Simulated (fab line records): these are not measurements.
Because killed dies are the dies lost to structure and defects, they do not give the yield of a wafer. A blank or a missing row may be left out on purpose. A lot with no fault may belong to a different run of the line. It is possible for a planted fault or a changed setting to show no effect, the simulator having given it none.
One fault through the eyes of 2 desks	flow gf180mcu	what lay behind the numbers comes last; until then each desk has only its own

## AT THE METROLOGY DESK
What the gauges read, lot by lot, whatever tool the lot ran on: means of the sampled wafers that have a number. The brackets show how far a lot's mean lies from the usual mean; more than 4 standard deviations puts the lot out of limits, marked OUT.
Columns: A = STI_OXIDATION_01_THK at GF_STI_THK_MEAS_22, usual 15.09 nm; B = NWELL_OVL at GF_NWELL_OVL_MEAS_07, usual 0.0 nm; C = CONTACT_BOW at GF_CONTACT_BOW_MEAS_05, usual 65 um
lot	first seen here	A	B	C
L428	day 2 09:54	15.36	-0.7	60
L429	day 2 18:27	15.40	0.3	67
L430	day 2 20:58	14.73	-1.7	65
L431	day 3 06:31	15.20	0.3	63
L432	day 3 09:05	15.08	2.7	76
L434	day 3 21:37	15.20	-0.9	71
L435	day 4 00:17	15.12	0.2	68
L437	day 4 07:35	14.96	0.5	59
L438	day 4 12:53	20.28 (+21) OUT	-2.7	61
L439	day 4 20:38	20.08 (+20) OUT	-0.5	60
L440	day 4 22:27	14.64	0.9	52
L447	day 6 11:16	15.37	1.0	63
Per this desk, out of limits: L438, L439; the first was L438, day 4 12:53 (STI_OXIDATION_01_THK at GF_STI_THK_MEAS_22). L428, L429, L430, L431, L432, L434, L435, L437, L440, L447: within limits.

## FOR THE TOOL OWNER'S DESK: furnace-02
The tool's own readings at GF_STI_OXIDATION_21 (stabilise 600 s, purge 300 s, target thk 15 nm): means of the sampled wafers that have a number, for each lot that ran on this tool. The brackets show how far a lot's mean lies from the usual mean; more than 4 standard deviations puts the lot out of limits, marked OUT. 7 of its 9 readings are shown: the first one out of limits and those lying furthest out on some lot.
Columns: A = spike tc bottom C at GF_STI_OXIDATION_21, usual 1019.4 C; B = spike tc centre C at GF_STI_OXIDATION_21, usual 1001.2 C; C = spike tc lower C at GF_STI_OXIDATION_21, usual 1000.5 C; D = spike tc top C at GF_STI_OXIDATION_21, usual 1008.1 C; E = spike tc upper C at GF_STI_OXIDATION_21, usual 1000.4 C; F = tube center temp C at GF_STI_OXIDATION_21, usual 1000 C; G = tube_center_temp_C_max at GF_STI_OXIDATION_21, usual 1002.6
lot	first seen here	A	B	C	D	E	F	G
L428	day 2 08:47	1019.4	1001.8	999.9	1007.4	1000.5	1000	1002.3
L429	day 2 17:19	1018.5	1000.8	1000.9	1007.3	1001.0	1000	1002.5
L430	day 2 19:50	1019.8	1001.6	999.8	1006.6	999.6	1000	1002.6
L434	day 3 20:28	1019.5	1001.5	1000.6	1008.1	999.7	1000	1002.9
L435	day 3 23:09	1019.4	1002.6	1001.5	1007.3	1000.0	1000	1002.4
L437	day 4 06:26	1018.8	1000.8	1000.4	1007.9	1000.3	1000	1002.6
L438	day 4 11:46	1057.3 (+34) OUT	1039.5 (+32) OUT	1037.9 (+43) OUT	1044.6 (+20) OUT	1036.7 (+36) OUT	1038 (+99 or more) OUT	1040.3 (+92) OUT
L439	day 4 19:31	1056.6 (+34) OUT	1038.9 (+31) OUT	1037.8 (+42) OUT	1044.1 (+20) OUT	1037.9 (+38) OUT	1038 (+99 or more) OUT	1040.3 (+92) OUT
This desk's finding: out of limits on L438, L439; first on L438, day 4 11:46 (spike tc bottom C at GF_STI_OXIDATION_21). L428, L429, L430, L434, L435, L437: within limits.

## BROUGHT TOGETHER
The tool owner's desk could have raised an alarm at day 4 11:46, on L438, L439.
At day 4 12:53 the metrology desk could have sounded an alarm, on L438, L439.
Every lot named ran GF_STI_OXIDATION_21 on furnace-02.

## WHAT WAS PUT IN BY THE SIMULATOR
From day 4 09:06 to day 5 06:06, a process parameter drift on furnace-02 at GF_STI_OXIDATION_21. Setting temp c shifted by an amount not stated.
Shown lots that were struck: L438, L439.
Time in hours from fault onset to the first out-of-limits reading at each desk: tool owner's desk 3, metrology desk 4.
